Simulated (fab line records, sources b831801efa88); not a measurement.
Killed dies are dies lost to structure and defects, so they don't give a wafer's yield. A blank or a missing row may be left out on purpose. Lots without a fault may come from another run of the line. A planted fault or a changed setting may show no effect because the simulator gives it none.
Chamber matching | flow gf180mcu | GF_CONTACT_CMP_04 on cmp-01: 4 sister chambers
The step polishes SiO2. 4 wafers are shown with their chamber, then 10 later ones without.

WAFERS WITH THEIR CHAMBER
wafer  | chamber | time_to_endpoint_s (s)
L766.2 | 3       | 105
L766.4 | 1       | 117
L772.2 | 2       | 101
L772.4 | 0       | 111

WAFERS WITHOUT THEIR CHAMBER
wafer  | time_to_endpoint_s (s)
L772.6 | 109
L773.2 | 108
L773.4 | 114
L773.5 | 114
L775.1 | 102
L775.3 | 103
L775.6 | 111
L776.3 | 111
L776.4 | 116
L776.6 | 109

WHICH CHAMBER EACH WENT THROUGH
wafer  | from the rows above          | in truth
L772.6 | can't be placed: 0 or 3      | 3
L773.2 | can't be placed: 0 or 3 or 2 | 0
L773.4 | can't be placed: 0 or 1      | 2
L773.5 | can't be placed: 0 or 1      | 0
L775.1 | can't be placed: 2 or 3      | 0
L775.3 | can't be placed: 2 or 3      | 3
L775.6 | 0                            | 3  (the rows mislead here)
L776.3 | 0                            | 0
L776.4 | can't be placed: 1 or 0      | 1
L776.6 | can't be placed: 0 or 3      | 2
Placed correctly: 1 of 10. Can't be placed from these rows: 8 (the true chamber is among the candidates in 5). Placed wrongly: 1.
How it was worked out, from the rows above alone: a wafer's distance from a chamber is the root of the sum, over the readings, of the square of ((its reading less the chamber's mean) divided by the reading's scatter). The wafer belongs to the nearest chamber; if the next one is less than 2 further off, it can't be placed. A chamber's mean is the mean of its shown wafers. The scatter: with one shown wafer a chamber, the root of the mean of the squares of how far each hidden wafer lies from its nearest shown one.
